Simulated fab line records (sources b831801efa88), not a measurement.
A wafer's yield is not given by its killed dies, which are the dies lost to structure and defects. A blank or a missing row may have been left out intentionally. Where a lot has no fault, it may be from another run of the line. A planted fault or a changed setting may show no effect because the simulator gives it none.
8D (eight disciplines) problem report, filled in by code / flow sky130 / the parts of the form that need people (team, actions taken, sign-off) are left out

== 1. PROBLEM STATEMENT ==
Mean VIA1_W_RS at SKY_VIA1_RS_MEAS_22: 0.274 ohm/sq over 2 wafers in 2 lots; fault-free wafers: 0.430 ohm/sq, standard deviation 0.0046. Relative to the usual mean, that is a shift of -34 standard deviations.
The step: measures by four-point-probe.
Earliest sighting: wafer L716.6 on filmMetro-03 at day 38 14:32. The record has a number at this step for 37 wafers belonging to 13 lots. Rule for "out", or "out of limits": more than 4 standard deviations from the usual mean. Any other wafer with a number is counted as sound.

== 2. WHAT IT IS, WHAT IT ISN'T ==
question=which readings at this step | is=VIA1_W_RS | is not=-
question=which lots | is=L716, L717 | is not=L707, L708, L709, L711, L713, L714, L724, L725, L727, L728, L730
question=which wafers of those lots | is=L716.6, L717.6 | is not=L716.5, L717.2
question=read on which gauges | is=filmMetro-01, filmMetro-03 | is not=filmMetro-02
question=when | is=from day 38 14:32 | is not=up to then (19 sound wafers); but 16 sound wafers of L717, L724, L725, L727, L728, L730 came after

== 3. WHAT RULES OUT EACH SUSPECT ==
Counting: any tool at a process step up to the reading remains a suspect provided it ran every lot that is out. Sound lots after the first of them don't rule it out here, since some wafers of a struck lot are sound.
- the gauge at SKY_VIA1_RS_MEAS_22 has been ruled out. The wafers that are out were read on 2 gauges (filmMetro-01, filmMetro-03).
- cvdW-01 at SKY_VIA1_CVD_21 (deposits W, target thk 270 nm, time 80.902 s): kept. Every lot that is out went through it, the first being L716 (day 38 14:26); the last sound lot it ran before that was L713 (day 37 08:32).
- At SKY_VIA1_CVD_21 on cvdW-01, chamber 0 took the sound wafers of the same lots and chamber 1 took the wafers that are out.
Remaining after the count: cvdW-01 at SKY_VIA1_CVD_21.

== 4. THE CAUSE (what the simulator had put in) ==
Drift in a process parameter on cvdW-01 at SKY_VIA1_CVD_21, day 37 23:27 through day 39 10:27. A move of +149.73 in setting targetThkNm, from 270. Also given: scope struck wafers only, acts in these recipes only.
This tool alone remained once counting was done.

== 5. THE EFFECT CHAIN, in route order ==
One row per reading whose mean, taken over the struck wafers that have a number, lies over 3 standard deviations from the usual. Only readings whose record carries a usual standard deviation are examined. hours: median over the lots of the time between each lot's start at the first step of this table that gives one and its start at this step. sigmas: the change, counted in usual standard deviations.
hours=0; step=SKY_VIA1_RS_MEAS_22; reading=VIA1_W_RS; usual=0.430 ohm/sq; on struck wafers=0.274; change=-0.156; sigmas=-34
hours=0; step=SKY_VIA1_THK_MEAS_23; reading=VIA1_W_THK; usual=273 nm; on struck wafers=430; change=+158; sigmas=+49
hours=0; step=SKY_VIA1_CMP_24; reading=timeToEndpointS; usual=64 s; on struck wafers=104; change=+40; sigmas=+12
It contains these process steps:
- SKY_VIA1_CMP_24: polishes, stops on SiO2, t overpolish 15 s, target thk 0 nm.

== 6. HOW IT WOULD HAVE BEEN CAUGHT EARLIER ==
15 hours passed between the start of the fault at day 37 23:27 and the first reading out of limits at a measuring or inspecting step in this record, taken at day 38 14:32.
No tool reading at SKY_VIA1_CVD_21 that has a usual standard deviation in the record was out on any struck wafer, so an alarm limit of 4 standard deviations on those readings would not have fired.
Among the 2 lots that are out, L717 began SKY_VIA1_CVD_21 on cvdW-01 after day 38 14:32. It would have been spared by a hold on the tool at that moment.
